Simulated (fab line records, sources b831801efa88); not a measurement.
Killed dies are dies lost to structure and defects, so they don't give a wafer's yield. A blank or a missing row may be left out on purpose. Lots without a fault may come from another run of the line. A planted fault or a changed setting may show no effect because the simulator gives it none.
A struck lot beside a sound one | flow sfq_line | 14 steps out of a route of 325
Sound: wafers L483.4, L483.5, L483.6. Struck: wafers L473.1, L473.2, L473.5. The cause comes at the end.
At each step with rows: each side's tool, then ch and its chambers, then its first start. Under that, the readings that differ: sound wafers | struck wafers | difference of the means | sigmas: that difference in standard deviations of wafers without a fault.
alike: readings whose means differ by less than 2 such deviations, and words and numbers that are the same on both sides. not compared: withheld readings, readings that some wafer has no value for, bounds like >300 that may hide the same value, and numbers for which the record gives no deviation and whose values overlap.
The two part at a step that has a row with sigmas, a row that says differs or no value, or rows on one side only. Numbers that don't overlap but have no deviation are shown without sigmas and don't part them. A reading that every wafer of one side lacks parts them only if that side has two wafers or more.

first, 1 step without rows for these wafers: SFQ_TRILAYER_M2_STRIP_SOLV_CLEAN_062 (cleans in NMP, time 600 s).
SFQ_TRILAYER_I2_DEP_PECVD_063: deposits SiO2 from SiH4/N2O, time 111.11 s, target thk 500 nm.
  sound on pecvd-04 ch 0,2, day 26 23:13; struck on pecvd-03 ch 0,1,2, day 23 03:43
  alike: heater_power_w, throttle_valve_pct
SFQ_TRILAYER_I2_CMP_CMP_064: polishes SiO2.
  sound on cmp-01 ch 0,1,3, day 27 07:37; struck on cmp-02 ch 0,1,3, day 23 12:49
  alike: motor_current_A, time_to_endpoint_s
SFQ_I2_BOW_MEAS_917:
  sound on film_metro-02, day 27 09:41; struck on film_metro-02, day 23 15:19
  alike: I2_BOW
SFQ_TRILAYER_I2_METRO_MEASURE_065:
  sound on film_metro-02, day 27 10:20; struck on film_metro-02, day 23 15:26
  alike: thk_nm
then, 6 steps without rows for these wafers: SFQ_TRILAYER_I2_VIA_LITHO_COAT_072 (resist thk 62 nm); SFQ_TRILAYER_I2_VIA_LITHO_COAT_067 (resist thk 650 nm); SFQ_TRILAYER_I2_VIA_LITHO_SOFTBAKE_071; SFQ_TRILAYER_I2_VIA_LITHO_EXPOSE_068 (exposes mask I2, target cd 500 nm); SFQ_TRILAYER_I2_VIA_LITHO_PEB_070 (peb time 60 s); SFQ_TRILAYER_I2_VIA_LITHO_DEVELOP_069 (time 60 s).
-- the record jumps here: 3 days lie between the struck wafers' starts before and after --
SFQ_I2_OVL_MEAS_918:
  sound on overlay-02, day 29 21:43; struck on overlay-02, day 26 18:58
  alike: I2_OVL
SFQ_TRILAYER_I2_VIA_BARC_OPEN_VIA_ETCH_096: etches BARC in O2, target depth 125 nm, time 41.7 s.
  sound on rie_diel-02 ch 0,1,2, day 29 21:44; struck on rie_diel-04 ch 1,2, day 26 19:00
  reading                        | sound                | struck               | difference | sigmas
  chamber_pressure_mTorr (mTorr) | 30.009 30.005 29.994 | 36.014 36.042 36.017 | +6.022     | +99 or more
  alike: drypump_motor_current_A, oes_product_au
  not compared: rf_hours_counter_h
SFQ_TRILAYER_I2_VIA_ETCH_VIA_ETCH_070: etches SiO2 in CHF3, stops on Nb, target depth 260 nm.
  sound on rie_diel-02 ch 0,1,2, day 29 21:46; struck on rie_diel-04 ch 1,2, day 26 19:02
  alike: chamber_pressure_mTorr, drypump_motor_current_A, oes_product_au

WHERE THEY PART
Only at SFQ_TRILAYER_I2_VIA_BARC_OPEN_VIA_ETCH_096, within this record. Later steps at which nothing parts them and some readings are alike: SFQ_TRILAYER_I2_VIA_ETCH_VIA_ETCH_070.

WHY: what the simulator had put in
Process parameter drift: rie_diel-04, from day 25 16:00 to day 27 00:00, at SFQ_TRILAYER_I2_VIA_BARC_OPEN_VIA_ETCH_096. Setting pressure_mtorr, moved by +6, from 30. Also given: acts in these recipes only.
